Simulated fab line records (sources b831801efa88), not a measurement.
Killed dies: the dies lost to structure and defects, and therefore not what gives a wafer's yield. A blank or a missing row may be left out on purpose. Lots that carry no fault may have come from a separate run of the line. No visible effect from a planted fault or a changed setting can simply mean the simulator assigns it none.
Which tool did it? | flow gf180mcu | 39 wafers from 13 lots sampled at 4 of the route's 602 steps

## WHAT EACH GAUGE READ, for each wafer
GF_M4_CD_MEAS_14 targets a cd of 280 nm. Usual: cd-nm reads 279.9 nm (standard deviation 0.93).
lot  | measured     | on        | cd-nm (nm)        | flag
L576 | day 23 03:46 | cd-sem-01 | 279.2 279.3 278.9 |
L577 | day 23 11:25 | cd-sem-02 | 280.6 277.7 280.1 |
L580 | day 24 17:59 | cd-sem-02 | 279.7 278.6 278.6 |
L581 | day 25 00:37 | cd-sem-01 | 280.1 280.0 278.7 |
L582 | day 25 12:06 | cd-sem-02 | 279.6 280.3 279.6 |
L583 | day 25 19:52 | cd-sem-01 | 279.1 279.6 279.3 |
L585 | day 26 13:02 | cd-sem-01 | 281.0 280.7 279.4 |
L588 | day 27 14:07 | cd-sem-01 | 282.2 280.7 280.1 |
L590 | day 28 03:03 | cd-sem-01 | 279.4 278.8 280.8 |
L593 | day 29 10:10 | cd-sem-01 | 279.2 279.9 280.0 |
L594 | day 29 07:16 | cd-sem-02 | 281.0 281.2 280.1 |
L597 | day 30 00:35 | cd-sem-02 | 280.1 280.9 279.6 |
L599 | day 30 12:44 | cd-sem-02 | 280.5 281.1 280.6 |

## WHICH TOOL RAN EACH LOT (tool, then ch and the chambers of the sampled wafers, then the start)
lot  | GF_POLY_GATE_STRIP_14                | GF_PSD_COAT_02                    | GF_PSD_STRIP_10
L576 | plasma-asher-01 ch 0, day 9 02:37    | litho-track-04 ch 0, day 13 15:18 | plasma-asher-03 ch 0,1, day 14 02:34
L577 | plasma-asher-01 ch 0,1, day 9 08:37  | litho-track-01 ch 0, day 13 23:04 | plasma-asher-04 ch 0,1, day 14 09:34
L580 | plasma-asher-02 ch 0,1, day 10 08:35 | litho-track-03 ch 0, day 15 02:25 | plasma-asher-02 ch 0,1, day 15 13:11
L581 | plasma-asher-02 ch 0,1, day 10 14:28 | litho-track-01 ch 0, day 15 08:33 | plasma-asher-04 ch 0,1, day 15 19:58
L582 | plasma-asher-02 ch 0,1, day 10 21:38 | litho-track-04 ch 0, day 15 20:00 | plasma-asher-03 ch 0, day 16 07:01
L583 | plasma-asher-01 ch 0,1, day 11 03:04 | litho-track-01 ch 0, day 16 04:24 | plasma-asher-03 ch 0,1, day 16 16:21
L585 | plasma-asher-02 ch 0,1, day 11 19:25 | litho-track-01 ch 0, day 16 20:57 | plasma-asher-04 ch 0,1, day 17 09:14
L588 | plasma-asher-01 ch 1, day 12 22:40   | litho-track-01 ch 0, day 18 03:48 | plasma-asher-02 ch 0,1, day 18 15:22
L590 | plasma-asher-03 ch 0,1, day 13 12:18 | litho-track-01 ch 0, day 18 20:09 | plasma-asher-02 ch 0,1, day 19 08:08
L593 | plasma-asher-03 ch 0, day 14 08:46   | litho-track-04 ch 0, day 19 20:00 | plasma-asher-03 ch 0,1, day 20 08:19
L594 | plasma-asher-01 ch 0,1, day 14 16:24 | litho-track-03 ch 0, day 20 03:41 | plasma-asher-03 ch 0,1, day 20 15:54
L597 | plasma-asher-01 ch 0,1, day 15 11:25 | litho-track-03 ch 0, day 21 00:37 | plasma-asher-03 ch 0,1, day 21 13:31
L599 | plasma-asher-01 ch 0,1, day 16 01:46 | litho-track-01 ch 0, day 21 16:47 | plasma-asher-03 ch 0,1, day 22 04:42
- GF_POLY_GATE_STRIP_14: strips in O2/N2.
- GF_PSD_COAT_02: resist thk 1000 nm.
- GF_PSD_STRIP_10: strips in O2/N2.

## WHAT THE TOOLS THEMSELVES READ (means of the sampled wafers that have a number; where no wafer has one, the mark that the record gives instead)
GF_POLY_GATE_STRIP_14. Usual: drypump-motor-current-A 5.7 A, standard deviation 0.36; heater-power-w 337 W, standard deviation 23; oes-product-au 0.505 a.u., standard deviation 0.0044.
lot  | tool            | drypump-motor-current-A (A) | heater-power-w (W) | oes-product-au (a.u.) | flag
L576 | plasma-asher-01 | 6.0                         | 348                | 0.506                 |
L577 | plasma-asher-01 | 5.6                         | 344                | 0.507                 |
L580 | plasma-asher-02 | 5.9                         | 318                | 0.507                 |
L581 | plasma-asher-02 | 6.1                         | 309                | 0.507                 |
L582 | plasma-asher-02 | 5.9                         | 317                | 0.503                 |
L583 | plasma-asher-01 | 5.5                         | 346                | 0.507                 |
L585 | plasma-asher-02 | 5.9                         | 315                | 0.504                 |
L588 | plasma-asher-01 | 5.4                         | 340                | 0.508                 |
L590 | plasma-asher-03 | 5.5                         | 335                | 0.505                 |
L593 | plasma-asher-03 | 5.8                         | 326                | 0.509                 |
L594 | plasma-asher-01 | 5.8                         | 351                | 0.510                 |
L597 | plasma-asher-01 | 5.8                         | 349                | 0.505                 |
L599 | plasma-asher-01 | 5.6                         | 343                | 0.505                 |

GF_PSD_COAT_02. Usual: spin-speed-rpm reads 2999.9 rpm (standard deviation 2.2).
lot  | tool           | spin-speed-rpm (rpm) | flag
L576 | litho-track-04 | 2998.3               |
L577 | litho-track-01 | 2999.8               |
L580 | litho-track-03 | 2998.7               |
L581 | litho-track-01 | 2999.8               |
L582 | litho-track-04 | 3000.3               |
L583 | litho-track-01 | 3003.5               |
L585 | litho-track-01 | 2998.8               |
L588 | litho-track-01 | 2799.2               | OFF
L590 | litho-track-01 | 2797.8               | OFF
L593 | litho-track-04 | 3000.5               |
L594 | litho-track-03 | 3000.3               |
L597 | litho-track-03 | 2997.3               |
L599 | litho-track-01 | 2999.2               |

GF_PSD_STRIP_10. Usual: drypump-motor-current-A 5.5 A, standard deviation 0.44; heater-power-w 335 W, standard deviation 23; oes-product-au 0.592 a.u., standard deviation 0.0045; strip-time-to-endpoint-s 16.51 s, standard deviation 0.032.
lot  | tool            | drypump-motor-current-A (A) | heater-power-w (W) | oes-product-au (a.u.) | strip-time-to-endpoint-s (s) | flag
L576 | plasma-asher-03 | 5.5                         | 342                | 0.596                 | 16.53                        |
L577 | plasma-asher-04 | 5.1                         | 340                | 0.591                 | 16.51                        |
L580 | plasma-asher-02 | 5.9                         | 314                | 0.592                 | 16.53                        |
L581 | plasma-asher-04 | 5.1                         | 339                | 0.591                 | 16.52                        |
L582 | plasma-asher-03 | 5.8                         | 323                | 0.595                 | 16.47                        |
L583 | plasma-asher-03 | 5.3                         | 356                | 0.592                 | 16.50                        |
L585 | plasma-asher-04 | 5.1                         | 339                | 0.591                 | 16.50                        |
L588 | plasma-asher-02 | 5.9                         | 317                | 0.594                 | 16.90                        | OFF
L590 | plasma-asher-02 | 6.0                         | 307                | 0.595                 | 16.89                        | OFF
L593 | plasma-asher-03 | 5.5                         | 330                | 0.597                 | 16.52                        |
L594 | plasma-asher-03 | 5.5                         | 336                | 0.592                 | 16.55                        |
L597 | plasma-asher-03 | 5.5                         | 328                | 0.591                 | 16.52                        |
L599 | plasma-asher-03 | 5.5                         | 328                | 0.595                 | 16.48                        |

## THE ANSWER, worked out from the rows above alone
Rule: lot off if the mean of its wafers having a number is beyond 3 standard deviations from the usual mean. A lot without any number at a reading at which 4 lots or more have one is off too. The other lots that the step has rows for count as sound. After the gauges, taken in route order, come the tools' own readings; for these a lot's mean is taken, as printed above. At the first step where some lot is off, the reading lying furthest off is the one used; lots without a number count as furthest.
Off at GF_PSD_COAT_02 (spin-speed-rpm): L588, L590.
If a tool, at that step or one of the process steps before it, ran each lot that is off and ran no sound lot following the first of them, it fits. Of those tried, none fits.

## WHAT THE SIMULATOR HAD PUT IN
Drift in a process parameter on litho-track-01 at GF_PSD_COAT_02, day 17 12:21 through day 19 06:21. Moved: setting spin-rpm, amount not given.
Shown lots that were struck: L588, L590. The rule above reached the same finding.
